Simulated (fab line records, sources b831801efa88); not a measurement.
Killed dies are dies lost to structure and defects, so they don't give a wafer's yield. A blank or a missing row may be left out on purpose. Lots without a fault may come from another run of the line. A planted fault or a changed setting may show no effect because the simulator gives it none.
Which tool did it? | flow gf180mcu | 12 lots, 36 wafers sampled, at 6 steps of a route of 602

WHAT THE GAUGES READ, wafer by wafer
GF_V4_THK_MEAS_03.
lot  | measured     | on            | V4_CVD_02_THK (nm)
L475 | day 23 09:56 | film_metro-04 | 835 842 836
L479 | day 25 07:34 | film_metro-03 | 832 852 851
L480 | day 25 11:25 | film_metro-01 | 865 853 874
L482 | day 26 04:10 | film_metro-04 | 855 862 861
L484 | day 26 17:55 | film_metro-03 | 857 871 863
L487 | day 27 18:54 | film_metro-04 | 411 426 873
L489 | day 28 05:56 | film_metro-01 | 411 861 870
L490 | day 28 13:49 | film_metro-04 | 860 859 852
L494 | day 30 00:54 | film_metro-01 | 826 840 859
L496 | day 30 11:06 | film_metro-03 | 871 854 886
L497 | day 30 14:05 | film_metro-03 | 835 844 862
L498 | day 31 00:11 | film_metro-01 | 825 838 849

GF_V4_BOW_MEAS_05.
lot  | measured     | on            | V4_BOW (um)
L475 | day 23 10:19 | film_metro-04 | 119 119 123
L479 | day 25 07:55 | film_metro-01 | 146 139 148
L480 | day 25 11:47 | film_metro-03 | 137 148 147
L482 | day 26 04:44 | film_metro-04 | 140 139 131
L484 | day 26 18:17 | film_metro-01 | 135 135 132
L487 | day 27 19:16 | film_metro-01 | 127 118 128
L489 | day 28 06:19 | film_metro-04 | 135 147 130
L490 | day 28 14:13 | film_metro-03 | 115 125 128
L494 | day 30 01:17 | film_metro-04 | 137 143 142
L496 | day 30 11:29 | film_metro-01 | 121 133 125
L497 | day 30 14:27 | film_metro-03 | 138 147 140
L498 | day 31 00:32 | film_metro-01 | 131 127 156

GF_V4_OVL_MEAS_15.
lot  | measured     | on         | V4_OVL (nm)
L475 | day 24 08:27 | overlay-01 | 12 11 1
L479 | day 26 05:14 | overlay-02 | -5 2 -6
L480 | day 26 08:50 | overlay-02 | 2 15 11
L482 | day 27 01:53 | overlay-01 | 2 4 0
L484 | day 27 14:12 | overlay-01 | 3 4 0
L487 | day 28 15:08 | overlay-02 | -3 -4 2
L489 | day 29 01:59 | overlay-01 | 0 0 0
L490 | day 29 09:51 | overlay-01 | -1 -2 -1
L494 | day 30 20:12 | overlay-02 | 7 1 5
L496 | day 31 05:38 | overlay-01 | -1 3 -3
L497 | day 31 08:32 | overlay-01 | 8 1 6
L498 | day 31 18:22 | overlay-01 | -5 7 2

WHICH TOOL RAN EACH LOT (tool, then ch and the chambers of the sampled wafers, then the start)
lot  | GF_M4_SPUTTER_04             | GF_V4_CVD_02                    | GF_V4_CMP_04
L475 | pvd_sputter-01, day 22 09:41 | pecvd-02 ch 0,1, day 23 09:52   | cmp-01 ch 0,1,2, day 23 10:05
L479 | pvd_sputter-04, day 24 07:53 | pecvd-02 ch 0,1, day 25 07:29   | cmp-02 ch 0,2,3, day 25 07:37
L480 | pvd_sputter-03, day 24 12:32 | pecvd-02 ch 1,2, day 25 11:21   | cmp-01 ch 0,3, day 25 11:29
L482 | pvd_sputter-03, day 25 05:59 | pecvd-02 ch 0, day 26 04:04     | cmp-01 ch 1,2,3, day 26 04:26
L484 | pvd_sputter-04, day 25 20:00 | pecvd-02 ch 0,2, day 26 17:49   | cmp-02 ch 1,2,3, day 26 18:03
L487 | pvd_sputter-01, day 26 21:25 | pecvd-02 ch 0,1,2, day 27 18:50 | cmp-01 ch 0,2,3, day 27 18:58
L489 | pvd_sputter-04, day 27 08:51 | pecvd-02 ch 0,2, day 28 05:52   | cmp-02 ch 0,1, day 28 06:02
L490 | pvd_sputter-01, day 27 17:21 | pecvd-03 ch 0,1,2, day 28 13:46 | cmp-01 ch 0,1,3, day 28 14:00
L494 | pvd_sputter-01, day 29 04:19 | pecvd-03 ch 1,2, day 30 00:49   | cmp-01 ch 1,2, day 30 00:56
L496 | pvd_sputter-04, day 29 15:03 | pecvd-02 ch 1,2, day 30 11:01   | cmp-02 ch 0,1, day 30 11:11
L497 | pvd_sputter-01, day 29 18:55 | pecvd-04 ch 0,1, day 30 14:01   | cmp-01 ch 0,3, day 30 14:09
L498 | pvd_sputter-01, day 30 04:46 | pecvd-03 ch 0,1,2, day 31 00:07 | cmp-02 ch 0,1,3, day 31 00:14
- GF_M4_SPUTTER_04: material TiN, target thk 50 nm, time 41.7 s.
- GF_V4_CVD_02: deposits SiO2 from TEOS, target thk 850 nm, time 94.851 s.
- GF_V4_CMP_04: polishes SiO2.

WHAT THE TOOLS THEMSELVES READ (means of the sampled wafers that have a number; where no wafer has one, the mark that the record gives instead)
GF_M4_SPUTTER_04.
lot  | tool           | throttle_valve_pct (%)
L475 | pvd_sputter-01 | 29.9
L479 | pvd_sputter-04 | 30.0
L480 | pvd_sputter-03 | 30.5
L482 | pvd_sputter-03 | 29.7
L484 | pvd_sputter-04 | 30.6
L487 | pvd_sputter-01 | 29.6
L489 | pvd_sputter-04 | 30.8
L490 | pvd_sputter-01 | 29.7
L494 | pvd_sputter-01 | 29.6
L496 | pvd_sputter-04 | 30.4
L497 | pvd_sputter-01 | 29.9
L498 | pvd_sputter-01 | 29.6

GF_V4_CVD_02.
lot  | tool     | heater_power_w (W)
L475 | pecvd-02 | 795
L479 | pecvd-02 | 817
L480 | pecvd-02 | 765
L482 | pecvd-02 | 717
L484 | pecvd-02 | 720
L487 | pecvd-02 | 743
L489 | pecvd-02 | 742
L490 | pecvd-03 | 603
L494 | pecvd-03 | 640
L496 | pecvd-02 | 750
L497 | pecvd-04 | 623
L498 | pecvd-03 | 695

GF_V4_CMP_04.
lot  | tool   | motor_current_A (A) | time_to_endpoint_s (s)
L475 | cmp-01 | 12.3                | 74
L479 | cmp-02 | 11.2                | 77
L480 | cmp-01 | 11.2                | 83
L482 | cmp-01 | 12.0                | 83
L484 | cmp-02 | 11.6                | 91
L487 | cmp-01 | 11.8                | 33
L489 | cmp-02 | 11.7                | -
L490 | cmp-01 | 11.5                | 82
L494 | cmp-01 | 12.5                | 77
L496 | cmp-02 | 12.0                | 95
L497 | cmp-01 | 11.5                | 83
L498 | cmp-02 | 10.9                | 81

THE ANSWER, worked out from the rows above alone
Rule: what is usual is taken from the lots themselves. Put in order of their means at a reading, lots are off if they are a third of the lots or fewer, leave a main group of 4 or more, and stand apart from it by a gap of 3 or more times the standard deviation of the main group's means; of several such gaps the widest counts. A main group whose means are all the same, to the digits that the tables above print for the reading, isn't used. A lot without any number at a reading at which 4 lots or more have one is off too. The other lots that the step has rows for count as sound. The gauges are gone through in route order, then the tools' own readings, and for those a lot's mean is taken as printed above. The first step at which some lot is off is used, and at that step the reading that is off furthest; a lot without a number counts as furthest.
Off: L487, L489, at GF_V4_THK_MEAS_03 (V4_CVD_02_THK). The main group: mean 852 nm, standard deviation 11.
A tool fits if, at a process step before that reading, it ran every lot that is off, and no sound lot after the first of them. The gauges at GF_V4_THK_MEAS_03 aren't tried: what is off there is off at GF_V4_CMP_04 too, on other tools, and a gauge's error can't cause that. None of those tried fits.

WHAT THE SIMULATOR HAD PUT IN
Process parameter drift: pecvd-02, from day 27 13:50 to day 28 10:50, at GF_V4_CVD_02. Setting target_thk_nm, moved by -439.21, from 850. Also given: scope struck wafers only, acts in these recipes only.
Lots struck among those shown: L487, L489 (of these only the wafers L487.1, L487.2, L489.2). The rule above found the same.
